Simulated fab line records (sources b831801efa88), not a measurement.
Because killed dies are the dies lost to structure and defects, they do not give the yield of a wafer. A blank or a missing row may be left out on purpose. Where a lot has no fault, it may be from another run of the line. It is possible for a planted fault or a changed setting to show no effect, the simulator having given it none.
Which tool did it? / flow sky130 / 36 wafers from 12 lots sampled at 4 of the route's 708 steps

WHAT EACH GAUGE READ, for each wafer
SKY_FIELD_ISO_THK_MEAS_25.
lot=L996; measured=day 2 08:16; on=film metro-01; FIELD_ISO_CVD_24_THK (nm)=595 580 580
lot=L997; measured=day 2 18:06; on=film metro-04; FIELD_ISO_CVD_24_THK (nm)=601 591 595
lot=L998; measured=day 2 18:10; on=film metro-04; FIELD_ISO_CVD_24_THK (nm)=593 589 596
lot=L101; measured=day 3 14:25; on=film metro-01; FIELD_ISO_CVD_24_THK (nm)=598 589 596
lot=L102; measured=day 3 15:32; on=film metro-01; FIELD_ISO_CVD_24_THK (nm)=584 583 580
lot=L104; measured=day 4 04:32; on=film metro-04; FIELD_ISO_CVD_24_THK (nm)=584 592 579
lot=L109; measured=day 5 04:44; on=film metro-01; FIELD_ISO_CVD_24_THK (nm)=586 582 595
lot=L111; measured=day 5 13:23; on=film metro-02; FIELD_ISO_CVD_24_THK (nm)=595 592 583
lot=L113; measured=day 5 22:16; on=film metro-01; FIELD_ISO_CVD_24_THK (nm)=599 582 586
lot=L114; measured=day 6 05:02; on=film metro-01; FIELD_ISO_CVD_24_THK (nm)=600 581 588
lot=L115; measured=day 6 10:59; on=film metro-04; FIELD_ISO_CVD_24_THK (nm)=586 607 590
lot=L119; measured=day 7 10:17; on=film metro-01; FIELD_ISO_CVD_24_THK (nm)=598 585 591

SKY_PWDE_TW_MEAS_10.
lot=L996; measured=day 4 09:38; on=film metro-03; PWDE_TW=373 374 372
lot=L997; measured=day 4 17:44; on=film metro-03; PWDE_TW=372 370 372
lot=L998; measured=day 4 18:05; on=film metro-02; PWDE_TW=371 371 371
lot=L101; measured=day 5 04:36; on=film metro-01; PWDE_TW=377 377 379
lot=L102; measured=day 5 09:01; on=film metro-02; PWDE_TW=371 369 366
lot=L104; measured=day 5 22:53; on=film metro-01; PWDE_TW=376 377 375
lot=L109; measured=day 6 22:28; on=film metro-01; PWDE_TW=377 376 376
lot=L111; measured=day 7 09:13; on=film metro-03; PWDE_TW=371 371 371
lot=L113; measured=day 7 17:43; on=film metro-02; PWDE_TW=372 369 369
lot=L114; measured=day 7 23:53; on=film metro-01; PWDE_TW=380 378 378
lot=L115; measured=day 8 06:08; on=film metro-02; PWDE_TW=368 370 369
lot=L119; measured=day 9 16:06; on=film metro-02; PWDE_TW=367 365 365

SKY_NWELL_RS_MEAS_29: measurement is done with a four-point probe.
lot=L996; measured=day 5 22:46; on=film metro-02; NWELL_RS (ohm/sq)=623.4 623.6 623.8
lot=L997; measured=day 6 05:59; on=film metro-02; NWELL_RS (ohm/sq)=622.1 622.8 622.4
lot=L998; measured=day 6 07:28; on=film metro-02; NWELL_RS (ohm/sq)=626.6 627.3 626.5
lot=L101; measured=day 6 18:54; on=film metro-03; NWELL_RS (ohm/sq)=624.1 625.1 625.0
lot=L102; measured=day 7 00:02; on=film metro-03; NWELL_RS (ohm/sq)=625.4 625.8 627.0
lot=L104; measured=day 7 13:04; on=film metro-02; NWELL_RS (ohm/sq)=625.0 623.5 623.5
lot=L109; measured=day 8 12:44; on=film metro-01; NWELL_RS (ohm/sq)=633.4 632.6 630.9
lot=L111; measured=day 9 00:47; on=film metro-01; NWELL_RS (ohm/sq)=633.4 636.2 634.6
lot=L113; measured=day 9 10:42; on=film metro-03; NWELL_RS (ohm/sq)=632.1 631.4 631.6
lot=L114; measured=day 9 19:14; on=film metro-02; NWELL_RS (ohm/sq)=624.1 624.8 625.2
lot=L115; measured=day 10 00:52; on=film metro-03; NWELL_RS (ohm/sq)=624.8 625.3 624.0
lot=L119; measured=day 11 13:31; on=film metro-02; NWELL_RS (ohm/sq)=624.0 624.0 625.1

WHAT TOOL EACH LOT RAN ON (gives the tool, then ch and the chambers of the sampled wafers, and finally the start)
lot=L996; SKY_NWELL_IMPLANT_13=implanter-04 ch 0, day 5 03:58
lot=L997; SKY_NWELL_IMPLANT_13=implanter-02 ch 0, day 5 11:32
lot=L998; SKY_NWELL_IMPLANT_13=implanter-01 ch 0, day 5 12:11
lot=L101; SKY_NWELL_IMPLANT_13=implanter-04 ch 0, day 5 23:19
lot=L102; SKY_NWELL_IMPLANT_13=implanter-02 ch 0, day 6 04:11
lot=L104; SKY_NWELL_IMPLANT_13=implanter-02 ch 0, day 6 17:41
lot=L109; SKY_NWELL_IMPLANT_13=implanter-04 ch 0, day 7 17:29
lot=L111; SKY_NWELL_IMPLANT_13=implanter-04 ch 0, day 8 03:41
lot=L113; SKY_NWELL_IMPLANT_13=implanter-04 ch 0, day 8 13:17
lot=L114; SKY_NWELL_IMPLANT_13=implanter-01 ch 0, day 8 20:50
lot=L115; SKY_NWELL_IMPLANT_13=implanter-01 ch 0, day 9 03:11
lot=L119; SKY_NWELL_IMPLANT_13=implanter-02 ch 0, day 10 13:37
- SKY_NWELL_IMPLANT_13

AS READ BY THE TOOLS THEMSELVES (means over the sampled wafers that have a number; for cases with no such wafer, the mark the record gives instead)
SKY_NWELL_IMPLANT_13.
lot=L996; tool=implanter-04; dose ions cm2=6.994e+11; faraday current uA=3.95
lot=L997; tool=implanter-02; dose ions cm2=7.008e+11; faraday current uA=4.00
lot=L998; tool=implanter-01; dose ions cm2=6.996e+11; faraday current uA=3.98
lot=L101; tool=implanter-04; dose ions cm2=7.005e+11; faraday current uA=4.01
lot=L102; tool=implanter-02; dose ions cm2=6.990e+11; faraday current uA=3.95
lot=L104; tool=implanter-02; dose ions cm2=6.997e+11; faraday current uA=3.90
lot=L109; tool=implanter-04; dose ions cm2=4.695e+11; faraday current uA=2.71
lot=L111; tool=implanter-04; dose ions cm2=4.685e+11; faraday current uA=2.60
lot=L113; tool=implanter-04; dose ions cm2=4.692e+11; faraday current uA=2.69
lot=L114; tool=implanter-01; dose ions cm2=6.997e+11; faraday current uA=4.01
lot=L115; tool=implanter-01; dose ions cm2=6.992e+11; faraday current uA=3.95
lot=L119; tool=implanter-02; dose ions cm2=6.994e+11; faraday current uA=3.95

THE ANSWER, worked out from the rows above alone
Rule: usual is defined by the lots themselves. Put in order of their means at a reading, lots are off if they are a third of the lots or fewer, leave a main group of 4 or more, and stand apart from it by a gap of 3 or more times the standard deviation of the main group's means; of several such gaps the widest counts. A main group whose means are all the same, to the digits that the tables above print for the reading, isn't used. Also off: a lot with no number at a reading for which 4 or more lots have one. Where the step has rows for the other lots, those lots are counted as sound. After the gauges, taken in route order, come the tools' own readings; for these a lot's mean is taken, as printed above. The first step at which some lot is off is used, and at that step the reading that is off furthest; a lot without a number counts as furthest.
Off: at SKY_NWELL_RS_MEAS_29 (NWELL_RS), L109, L111, L113. The main group: mean 624.6 ohm/sq, standard deviation 1.2.
If a tool, at a process step before that reading, ran all the lots that are off and no sound lot after the first of them, it fits. Not tried: the gauges at SKY_NWELL_RS_MEAS_29; whatever is off there is also off at SKY_NWELL_IMPLANT_13, on other tools, and gauge error can't account for it. One fits: implanter-04 at SKY_NWELL_IMPLANT_13. Its last sound lot is L101 (day 5 23:19), its first lot that is off L109 (day 7 17:29): a fault that began between those two fits.
The tool's own readings at SKY_NWELL_IMPLANT_13 bear it out: on the lots that are off they differ by more than 5 times the standard deviation of the sound lots' means. dose ions cm2 reads 4.691e+11 there against 6.997e+11 on the sound lots; faraday current uA reads 2.67 there against 3.97 on the sound lots.

WHAT WAS PUT IN BY THE SIMULATOR
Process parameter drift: implanter-04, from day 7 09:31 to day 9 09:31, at SKY_NWELL_IMPLANT_13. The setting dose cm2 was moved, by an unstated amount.
Lots struck among those shown: L109, L111, L113. Same finding as the rule above.
